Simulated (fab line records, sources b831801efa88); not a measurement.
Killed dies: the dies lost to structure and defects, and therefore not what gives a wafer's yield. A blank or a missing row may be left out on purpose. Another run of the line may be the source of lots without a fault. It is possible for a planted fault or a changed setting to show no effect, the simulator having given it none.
fab line records | flow sky130
[record] lots = 13 | wafers = 39 | last_day = 50
route steps=708 shown LDD_HVN@276 LDD_HVP@288 SD_P@324 RES_XHIGH@340
lots with no fault: from the same line, run without faults
start_h: the number of hours between the record's first day and the start of the first shown wafer of the lot | wait_h: hours elapsed since this lot's preceding step | " identical to the entry in the row above | L1.1+2: one row covering several wafers at once | - no value present, or no start provided | * or withheld: withheld | < > ~ a bound
route shown NAME@n: names a module that has steps shown in the file, with the first one's number in the route | usual: average and standard deviation across the fault-free wafers | same: alike in all rows | chamber/n: place in a boat | sites: each site's reading | _std_site: standard deviation across them | _edge_site: the outer-site mean with the inner-site mean subtracted | radius_mm: how far each site lies from the wafer's centre | mask NAME#n: copy n | behind: tool/chamber where the wafer was last shaped | hold: what put the lot on hold/how long, in hours/how the hold closed | device: the n, p or np transistor that did not switch | end of line: tests of these same wafers at the route's end | step lacking rows: just its recipe | killed: the dies lost at the first sort to structure and to defects; this is not the yield of the wafer | map: shows each die of a wafer: x if killed, . if not, _ if none is there
set.NAME: the run value of the setting; set.NAME@STEP: its run value at that earlier step | model.NAME: the simulator's own value behind a step, which no gauge read
one table for each step of the route and one row for each wafer, over a sample of lots
services: a tool's chamber out of use, with start hour (start_h, from the record's first day; less than 0 if before it), hours out, and reason
[[steps]]
[step SKY_LDD_HVN_STRIP_09]
[recipe] chemistry = O2/N2 | power_w = 1400 | pressure_mtorr = 1500 | platen_temp_c = withheld | o2_flow_sccm = 3000 | n2_flow_sccm = 300 | overash_fraction = 0.5
[usual] drypump_motor_current_A = 5.5/0.57 | oes_product_au = 0.409/0.0042 | strip_time_to_endpoint_s = 4.137/0.015
lot.wafer | tool            | chamber | start_h | wait_h | drypump_motor_current_A | oes_product_au | rf_hours_counter_h | strip_time_to_endpoint_s
L440.1    | plasma_asher-01 | 1       | 472.69  | 0.1    | 5.2                     | 0.409          | 79                 | 4.138
L440.3    | "               | 0       | "       | "      | 4.8                     | 0.406          | -                  | 4.147
L440.5    | "               | 1       | "       | "      | 5.2                     | 0.409          | -                  | 4.169
L442.1    | plasma_asher-01 | 0       | 492.55  | 0.1    | 4.8                     | 0.411          | 81                 | 4.130
L442.3    | "               | 1       | "       | "      | 5.2                     | 0.405          | -                  | 4.135
L442.5    | "               | 1       | "       | "      | 5.2                     | 0.411          | -                  | 4.117
L441.3    | plasma_asher-02 | 1       | 496.23  | 0.1    | 6.5                     | 0.410          | -                  | 4.134
L441.4    | "               | 0       | "       | "      | 5.8                     | 0.406          | -                  | 4.120
L441.5    | "               | 0       | "       | "      | 5.8                     | 0.412          | -                  | 4.120
L447.2    | plasma_asher-02 | 0       | 538.97  | 0.1    | 5.8                     | 0.413          | 72                 | 4.140
L447.3    | "               | 1       | "       | "      | 6.4                     | 0.406          | -                  | 4.121
L447.4    | "               | 0       | "       | "      | 5.8                     | 0.408          | -                  | 4.115
L448.2    | plasma_asher-02 | 0       | 539.62  | 0.1    | 5.8                     | 0.404          | 72                 | 4.110
L448.4    | "               | 0       | "       | "      | 5.8                     | 0.413          | -                  | 4.114
L448.5    | "               | 1       | "       | "      | 6.5                     | 0.405          | -                  | 4.107
L449.4    | plasma_asher-01 | 0       | 545.33  | 0.1    | 4.9                     | 0.419          | -                  | 4.132
L449.5    | "               | 0       | "       | "      | 4.9                     | 0.411          | -                  | 4.110
L449.6    | "               | 1       | "       | "      | 5.2                     | 0.412          | -                  | 4.121
L450.3    | plasma_asher-01 | 1       | 557.83  | 0.1    | 5.2                     | 0.408          | -                  | 4.146
L450.4    | "               | 0       | "       | "      | 4.9                     | 0.414          | -                  | 4.144
L450.6    | "               | 1       | "       | "      | 5.2                     | 0.410          | -                  | 4.128
L451.3    | plasma_asher-01 | 0       | 568.73  | 0.1    | 4.9                     | 0.406          | -                  | 4.137
L451.5    | "               | 1       | "       | "      | 5.2                     | 0.409          | -                  | 4.134
L451.6    | "               | 0       | "       | "      | 4.9                     | 0.404          | -                  | 4.137
L452.1    | plasma_asher-03 | 1       | 572.90  | 0.1    | 5.3                     | 0.412          | 43                 | 4.148
L452.4    | "               | 1       | "       | "      | 5.3                     | 0.405          | -                  | 4.162
L452.5    | "               | 0       | "       | "      | 6.2                     | 0.410          | -                  | 4.146
L460.1    | plasma_asher-01 | 1       | 633.12  | 0.1    | 5.2                     | 0.412          | 96                 | 4.153
L460.2    | "               | 0       | "       | "      | 4.9                     | 0.410          | 96                 | 4.159
L460.4    | "               | 0       | "       | "      | 4.9                     | 0.413          | -                  | 4.142
L461.1    | plasma_asher-03 | 1       | 643.84  | 0.1    | 5.3                     | 0.410          | 50                 | 4.138
L461.5    | "               | 1       | "       | "      | 5.3                     | 0.402          | -                  | 4.160
L461.6    | "               | 0       | "       | "      | 6.2                     | 0.403          | -                  | 4.142
L462.3    | plasma_asher-01 | 1       | 645.94  | 0.1    | 5.2                     | 0.397          | -                  | 4.135
L462.5    | "               | 1       | "       | "      | 5.2                     | 0.409          | -                  | 4.159
L462.6    | "               | 0       | "       | "      | 4.9                     | 0.421          | -                  | 4.157
L463.2    | plasma_asher-03 | 1       | 660.02  | 0.1    | 5.3                     | 0.407          | 52                 | 4.164
L463.4    | "               | 0       | "       | "      | 6.2                     | 0.402          | -                  | 4.129
L463.5    | "               | 1       | "       | "      | 5.3                     | 0.409          | -                  | 4.138
[step SKY_LDD_HVP_TW_MEAS_10]
[usual] LDD_HVP_TW = 458/5
lot.wafer | tool          | chamber | start_h | wait_h | LDD_HVP_TW
L440.1    | film_metro-02 | -       | 503.23  | 0.1    | 457
L440.3    | "             | -       | "       | "      | 458
L440.5    | "             | -       | "       | "      | 459
L442.1    | film_metro-04 | -       | 522.84  | 0.1    | 463
L442.3    | "             | -       | "       | "      | 461
L442.5    | "             | -       | "       | "      | 461
L441.3    | film_metro-03 | -       | 526.60  | 0.1    | 450
L441.4    | "             | -       | "       | "      | 453
L441.5    | "             | -       | "       | "      | 451
L447.2    | film_metro-02 | -       | 569.01  | 0.1    | 459
L447.3    | "             | -       | "       | "      | 458
L447.4    | "             | -       | "       | "      | 461
L448.2    | film_metro-03 | -       | 569.96  | 0.1    | 453
L448.4    | "             | -       | "       | "      | 454
L448.5    | "             | -       | "       | "      | 452
L449.4    | film_metro-04 | -       | 575.32  | 0.1    | 460
L449.5    | "             | -       | "       | "      | 459
L449.6    | "             | -       | "       | "      | 461
L450.3    | film_metro-02 | -       | 587.32  | 0.1    | 458
L450.4    | "             | -       | "       | "      | 458
L450.6    | "             | -       | "       | "      | 457
L451.3    | film_metro-04 | -       | 598.20  | 0.1    | 464
L451.5    | "             | -       | "       | "      | 466
L451.6    | "             | -       | "       | "      | 467
L452.1    | film_metro-03 | -       | 602.58  | 0.1    | 455
L452.4    | "             | -       | "       | "      | 454
L452.5    | "             | -       | "       | "      | 453
L460.1    | film_metro-04 | -       | 661.64  | 0.1    | 466
L460.2    | "             | -       | "       | "      | 465
L460.4    | "             | -       | "       | "      | 464
L461.1    | film_metro-04 | -       | 672.52  | 0.1    | 463
L461.5    | "             | -       | "       | "      | 460
L461.6    | "             | -       | "       | "      | 459
L462.3    | film_metro-02 | -       | 674.46  | 0.1    | 457
L462.5    | "             | -       | "       | "      | 457
L462.6    | "             | -       | "       | "      | 458
L463.2    | film_metro-04 | -       | 687.84  | 0.1    | 464
L463.4    | "             | -       | "       | "      | 464
L463.5    | "             | -       | "       | "      | 463
[step SKY_SD_P_EXPOSE_04]
[recipe] mask_id = PSDM | na = 0.6 | source_shape = conventional | sigma_outer = 0.6 | polarization = unpolarized | target_cd_nm = 380 | dose_mj = 138
[usual] exposure_dose_mJ_cm2 = 138.00/0.12 | focus_offset_nm = 0.0/0.5
lot.wafer | tool             | chamber | start_h | wait_h | mask   | exposure_dose_mJ_cm2 | focus_offset_nm
L440.1    | iline_stepper-02 | 0       | 579.91  | -      | PSDM#0 | 137.91               | 0.5
L440.3    | "                | 0       | "       | "      | PSDM#0 | 137.81               | -0.2
L440.5    | "                | 0       | "       | "      | PSDM#0 | 138.03               | 0.3
L442.1    | iline_stepper-01 | 0       | 599.38  | -      | PSDM#0 | 137.90               | -1.2
L442.3    | "                | 0       | "       | "      | PSDM#0 | 137.96               | -0.4
L442.5    | "                | 0       | "       | "      | PSDM#0 | 137.91               | -0.6
L441.3    | iline_stepper-01 | 0       | 603.25  | -      | PSDM#0 | 138.20               | 0.1
L441.4    | "                | 0       | "       | "      | PSDM#0 | 138.05               | -0.5
L441.5    | "                | 0       | "       | "      | PSDM#0 | 137.87               | 0.9
L447.2    | iline_stepper-01 | 0       | 644.31  | -      | PSDM#0 | 137.88               | -0.1
L447.3    | "                | 0       | "       | "      | PSDM#0 | 137.98               | -0.7
L447.4    | "                | 0       | "       | "      | PSDM#0 | 137.83               | 0.1
L448.2    | iline_stepper-02 | 0       | 646.46  | -      | PSDM#0 | 137.78               | -0.7
L448.4    | "                | 0       | "       | "      | PSDM#0 | 137.84               | -0.5
L448.5    | "                | 0       | "       | "      | PSDM#0 | 137.99               | 0.0
L449.4    | iline_stepper-01 | 0       | 650.48  | -      | PSDM#0 | 138.02               | -1.3
L449.5    | "                | 0       | "       | "      | PSDM#0 | 138.10               | -0.1
L449.6    | "                | 0       | "       | "      | PSDM#0 | 138.22               | -0.1
L450.3    | iline_stepper-01 | 0       | 661.10  | -      | PSDM#0 | 138.06               | -0.9
L450.4    | "                | 0       | "       | "      | PSDM#0 | 138.08               | -0.5
L450.6    | "                | 0       | "       | "      | PSDM#0 | 138.06               | -0.9
L451.3    | iline_stepper-01 | 0       | 673.58  | -      | NSDM#0 | 138.07               | 0.0
L451.5    | "                | 0       | "       | "      | NSDM#0 | 137.74               | 0.7
L451.6    | "                | 0       | "       | "      | NSDM#0 | 137.96               | -0.1
L452.1    | iline_stepper-01 | 0       | 677.61  | -      | PSDM#0 | 138.18               | -0.3
L452.4    | "                | 0       | "       | "      | PSDM#0 | 138.17               | -0.7
L452.5    | "                | 0       | "       | "      | PSDM#0 | 138.01               | -0.3
L460.1    | iline_stepper-01 | 0       | 732.96  | -      | PSDM#0 | 137.96               | 0.1
L460.2    | "                | 0       | "       | "      | PSDM#0 | 138.05               | -0.5
L460.4    | "                | 0       | "       | "      | PSDM#0 | 137.92               | 0.5
L461.1    | iline_stepper-01 | 0       | 743.61  | -      | PSDM#0 | 137.98               | 0.5
L461.5    | "                | 0       | "       | "      | PSDM#0 | 138.05               | 0.7
L461.6    | "                | 0       | "       | "      | PSDM#0 | 137.91               | 0.5
L462.3    | iline_stepper-02 | 0       | 745.82  | -      | PSDM#0 | 137.99               | -1.1
L462.5    | "                | 0       | "       | "      | PSDM#0 | 138.01               | 0.2
L462.6    | "                | 0       | "       | "      | PSDM#0 | 138.14               | 0.8
L463.2    | iline_stepper-01 | 0       | 759.55  | -      | PSDM#0 | 138.16               | -0.8
L463.4    | "                | 0       | "       | "      | PSDM#0 | 138.01               | 0.1
L463.5    | "                | 0       | "       | "      | PSDM#0 | 138.15               | -0.2
[step SKY_SD_P_CD_MEAS_07]
[recipe] target_cd_nm = 380
[usual] cd_nm = 380.1/1.9
lot.wafer | tool      | chamber | start_h | wait_h | cd_nm
L440.1    | cd_sem-02 | -       | 593.61  | 0.1    | 379.5
L440.3    | "         | -       | "       | "      | 380.2
L440.5    | "         | -       | "       | "      | 379.1
L442.1    | cd_sem-02 | -       | 613.52  | 0.1    | 377.7
L442.3    | "         | -       | "       | "      | 374.5
L442.5    | "         | -       | "       | "      | 378.6
L441.3    | cd_sem-01 | -       | 618.15  | 0.1    | 380.1
L441.4    | "         | -       | "       | "      | 383.5
L441.5    | "         | -       | "       | "      | 382.7
L447.2    | cd_sem-02 | -       | 658.34  | 0.1    | 381.0
L447.3    | "         | -       | "       | "      | 379.1
L447.4    | "         | -       | "       | "      | 379.6
L448.2    | cd_sem-02 | -       | 660.48  | 0.1    | 383.6
L448.4    | "         | -       | "       | "      | 380.8
L448.5    | "         | -       | "       | "      | 380.2
L449.4    | cd_sem-02 | -       | 663.78  | 0.1    | 379.8
L449.5    | "         | -       | "       | "      | 377.7
L449.6    | "         | -       | "       | "      | 377.3
L450.3    | cd_sem-02 | -       | 675.42  | 0.2    | 379.5
L450.4    | "         | -       | "       | "      | 380.9
L450.6    | "         | -       | "       | "      | 380.9
L451.3    | cd_sem-02 | -       | 687.01  | 0.1    | -
L451.5    | "         | -       | "       | "      | -
L451.6    | "         | -       | "       | "      | -
L452.1    | cd_sem-01 | -       | 691.12  | 0.1    | 378.8
L452.4    | "         | -       | "       | "      | 382.8
L452.5    | "         | -       | "       | "      | 379.8
L460.1    | cd_sem-01 | -       | 746.03  | 0.1    | 382.2
L460.2    | "         | -       | "       | "      | 382.4
L460.4    | "         | -       | "       | "      | 381.4
L461.1    | cd_sem-02 | -       | 756.36  | 0.1    | 378.1
L461.5    | "         | -       | "       | "      | 377.2
L461.6    | "         | -       | "       | "      | 377.4
L462.3    | cd_sem-02 | -       | 759.12  | 0.1    | 377.0
L462.5    | "         | -       | "       | "      | 379.8
L462.6    | "         | -       | "       | "      | 380.1
L463.2    | cd_sem-01 | -       | 773.05  | 0.1    | 381.6
L463.4    | "         | -       | "       | "      | 380.8
L463.5    | "         | -       | "       | "      | 382.1
[step SKY_SD_P_TW_MEAS_11]
[usual] SD_P_TW = 2818/18
lot.wafer | tool          | chamber | start_h | wait_h | SD_P_TW
L440.1    | film_metro-02 | -       | 594.01  | 0.1    | 2831
L440.3    | "             | -       | "       | "      | 2829
L440.5    | "             | -       | "       | "      | 2835
L442.1    | film_metro-01 | -       | 613.92  | 0.1    | 2825
L442.3    | "             | -       | "       | "      | 2811
L442.5    | "             | -       | "       | "      | 2818
L441.3    | film_metro-03 | -       | 618.53  | 0.1    | 2812
L441.4    | "             | -       | "       | "      | 2801
L441.5    | "             | -       | "       | "      | 2820
L447.2    | film_metro-03 | -       | 658.73  | 0.1    | 2785
L447.3    | "             | -       | "       | "      | 2808
L447.4    | "             | -       | "       | "      | 2806
L448.2    | film_metro-01 | -       | 660.87  | 0.1    | 2812
L448.4    | "             | -       | "       | "      | 2809
L448.5    | "             | -       | "       | "      | 2817
L449.4    | film_metro-03 | -       | 664.15  | 0.1    | 2803
L449.5    | "             | -       | "       | "      | 2799
L449.6    | "             | -       | "       | "      | 2799
L450.3    | film_metro-01 | -       | 675.80  | 0.1    | 2822
L450.4    | "             | -       | "       | "      | 2816
L450.6    | "             | -       | "       | "      | 2811
L451.3    | film_metro-02 | -       | 687.39  | 0.1    | 30
L451.5    | "             | -       | "       | "      | 30
L451.6    | "             | -       | "       | "      | 30
L452.1    | film_metro-03 | -       | 691.52  | 0.1    | 2816
L452.4    | "             | -       | "       | "      | 2812
L452.5    | "             | -       | "       | "      | 2799
L460.1    | film_metro-01 | -       | 746.44  | 0.1    | 2804
L460.2    | "             | -       | "       | "      | 2813
L460.4    | "             | -       | "       | "      | 2807
L461.1    | film_metro-03 | -       | 756.76  | 0.1    | 2795
L461.5    | "             | -       | "       | "      | 2798
L461.6    | "             | -       | "       | "      | 2790
L462.3    | film_metro-03 | -       | 759.51  | 0.1    | 2810
L462.5    | "             | -       | "       | "      | 2801
L462.6    | "             | -       | "       | "      | 2795
L463.2    | film_metro-02 | -       | 773.45  | 0.1    | 2860
L463.4    | "             | -       | "       | "      | 2851
L463.5    | "             | -       | "       | "      | 2862
[step SKY_RES_XHIGH_STRIP_08]
[recipe] chemistry = O2/N2 | power_w = 1400 | pressure_mtorr = 1500 | platen_temp_c = withheld | o2_flow_sccm = 3000 | n2_flow_sccm = 300 | overash_fraction = 0.5
[usual] drypump_motor_current_A = 5.6/0.72 | oes_product_au = 0.711/0.0044 | strip_time_to_endpoint_s = 14.30/0.044
lot.wafer | tool            | chamber | start_h | wait_h | drypump_motor_current_A | oes_product_au | rf_hours_counter_h | strip_time_to_endpoint_s
L440.1    | plasma_asher-04 | 1       | 622.85  | 0.1    | 6.7                     | 0.710          | 20                 | 14.19
L440.3    | "               | 1       | "       | "      | 6.7                     | 0.720          | -                  | 14.25
L440.5    | "               | 1       | "       | "      | 6.7                     | 0.716          | -                  | 14.24
L442.1    | plasma_asher-01 | 1       | 643.00  | 0.1    | 5.2                     | 0.707          | 97                 | 14.30
L442.3    | "               | 0       | "       | "      | 4.8                     | 0.715          | -                  | 14.31
L442.5    | "               | 0       | "       | "      | 4.8                     | 0.706          | -                  | 14.31
L441.3    | plasma_asher-01 | 0       | 646.80  | 0.1    | 4.9                     | 0.713          | -                  | 14.34
L441.4    | "               | 1       | "       | "      | 5.2                     | 0.709          | -                  | 14.30
L441.5    | "               | 1       | "       | "      | 5.2                     | 0.711          | -                  | 14.30
L447.2    | plasma_asher-04 | 1       | 686.52  | 0.1    | 6.7                     | 0.719          | 26                 | 14.27
L447.3    | "               | 0       | "       | "      | 5.1                     | 0.716          | -                  | 14.25
L447.4    | "               | 1       | "       | "      | 6.7                     | 0.707          | -                  | 14.25
L448.2    | plasma_asher-02 | 0       | 688.90  | 0.1    | 5.8                     | 0.710          | 85                 | 14.31
L448.4    | "               | 0       | "       | "      | 5.8                     | 0.711          | -                  | 14.34
L448.5    | "               | 1       | "       | "      | 6.5                     | 0.701          | -                  | 14.34
L449.4    | plasma_asher-04 | 0       | 691.60  | 0.1    | 5.2                     | 0.716          | -                  | 14.24
L449.5    | "               | 0       | "       | "      | 5.1                     | 0.712          | -                  | 14.24
L449.6    | "               | 1       | "       | "      | 6.7                     | 0.710          | -                  | 14.25
L450.3    | plasma_asher-01 | 1       | 703.54  | 0.1    | 5.2                     | 0.717          | -                  | 14.22
L450.4    | "               | 0       | "       | "      | 4.8                     | 0.700          | -                  | 14.27
L450.6    | "               | 0       | "       | "      | 4.9                     | 0.716          | -                  | 14.20
L451.3    | plasma_asher-04 | 1       | 714.98  | 0.1    | 6.7                     | 0.717          | -                  | 14.29
L451.5    | "               | 0       | "       | "      | 5.1                     | 0.715          | -                  | 14.28
L451.6    | "               | 1       | "       | "      | 6.7                     | 0.714          | -                  | 14.27
L452.1    | plasma_asher-02 | 0       | 718.86  | 0.1    | 5.8                     | 0.717          | 88                 | 14.27
L452.4    | "               | 0       | "       | "      | 5.8                     | 0.706          | -                  | 14.31
L452.5    | "               | 0       | "       | "      | 5.8                     | 0.718          | -                  | 14.31
L460.1    | plasma_asher-04 | 0       | 773.80  | 0.1    | 5.1                     | 0.709          | 35                 | 14.34
L460.2    | "               | 1       | "       | "      | 6.7                     | 0.705          | 35                 | 14.29
L460.4    | "               | 0       | "       | "      | 5.1                     | 0.713          | -                  | 14.30
L461.1    | plasma_asher-04 | 1       | 783.11  | 0.1    | 6.7                     | 0.716          | 36                 | 14.29
L461.5    | "               | 1       | "       | "      | 6.7                     | 0.713          | -                  | 14.29
L461.6    | "               | 0       | "       | "      | 5.1                     | 0.712          | -                  | 14.34
L462.3    | plasma_asher-01 | 0       | 786.34  | 0.1    | 4.8                     | 0.710          | -                  | 14.27
L462.5    | "               | 0       | "       | "      | 4.9                     | 0.714          | -                  | 14.22
L462.6    | "               | 1       | "       | "      | 5.2                     | 0.706          | -                  | 14.30
L463.2    | plasma_asher-02 | 1       | 799.60  | 0.1    | 6.5                     | 0.707          | 96                 | 14.37
L463.4    | "               | 0       | "       | "      | 5.8                     | 0.715          | -                  | 14.34
L463.5    | "               | 0       | "       | "      | 5.8                     | 0.707          | -                  | 14.32
[[services]]
tool             | chamber | start_h | hours | kind
iline_stepper-01 | -       | 452.17  | 2.1   | pm
iline_stepper-01 | -       | 454.25  | -     | consumable_replace:lamp
plasma_asher-03  | -       | 454.38  | 14.6  | pm
plasma_asher-04  | -       | 470.35  | 1.4   | repair
iline_stepper-01 | -       | 474.84  | 6.6   | repair
plasma_asher-01  | -       | 504.77  | 2.8   | pm
iline_stepper-01 | -       | 535.95  | 1.7   | pm
plasma_asher-04  | -       | 546.17  | 2.8   | pm
plasma_asher-02  | -       | 552.70  | 20.2  | pm
plasma_asher-04  | -       | 574.57  | 0.7   | repair
iline_stepper-02 | -       | 592.13  | 23.2  | repair
plasma_asher-01  | -       | 598.51  | 3.1   | repair
iline_stepper-02 | -       | 615.33  | 1.7   | pm
iline_stepper-02 | -       | 630.13  | 10.6  | repair
iline_stepper-02 | -       | 675.07  | 10.8  | repair
iline_stepper-01 | -       | 685.87  | 4.4   | pm
plasma_asher-04  | -       | 692.04  | 1.3   | repair
plasma_asher-01  | -       | 733.75  | 9.0   | pm
plasma_asher-01  | 0       | 733.75  | 9.0   | vent_cycle
plasma_asher-01  | 1       | 733.75  | 9.0   | vent_cycle
plasma_asher-01  | 0       | 742.75  | -     | clean
plasma_asher-01  | 1       | 742.75  | -     | clean
iline_stepper-01 | -       | 754.08  | 1.7   | pm
iline_stepper-01 | -       | 784.90  | 8.9   | pm
[[key]]
[first_sign] step = SKY_SD_P_EXPOSE_04 | reading = mask | direction = changed
[effect] step = SKY_SD_P_CD_MEAS_07 | reading = cd_nm | direction = missing
[effect] step = SKY_SD_P_TW_MEAS_11 | reading = SD_P_TW | direction = down | sigmas = 99+ | usual = 2818 | struck = 30
met_at SKY_SD_P_EXPOSE_04
struck_lots L451
sort_left_out L451.3,L451.5,L451.6
tester_left_out L451
not_acting_at SKY_LDD_HVN_STRIP_09,SKY_LDD_HVP_TW_MEAS_10,SKY_RES_XHIGH_STRIP_08
onset_between 661.10 673.58
[fault] kind = wrong_mask | tool = any | chamber = - | onset_h = 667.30 | steps = SKY_SD_P_EXPOSE_04 | aux_copy = NSDM#0 | scope = struck_lots_only
// tester_left_out: of these lots the tester's yield and bins aren't shown, on N5 and GAA mostly nor the transistor test; their killed dies are dies lost to structure and defects alone, not to doping, threshold or leakage, so they don't give the yield
// sort_left_out: the simulated sort isn't trusted on such a fault, so these wafers' sort isn't shown, and their yield isn't known
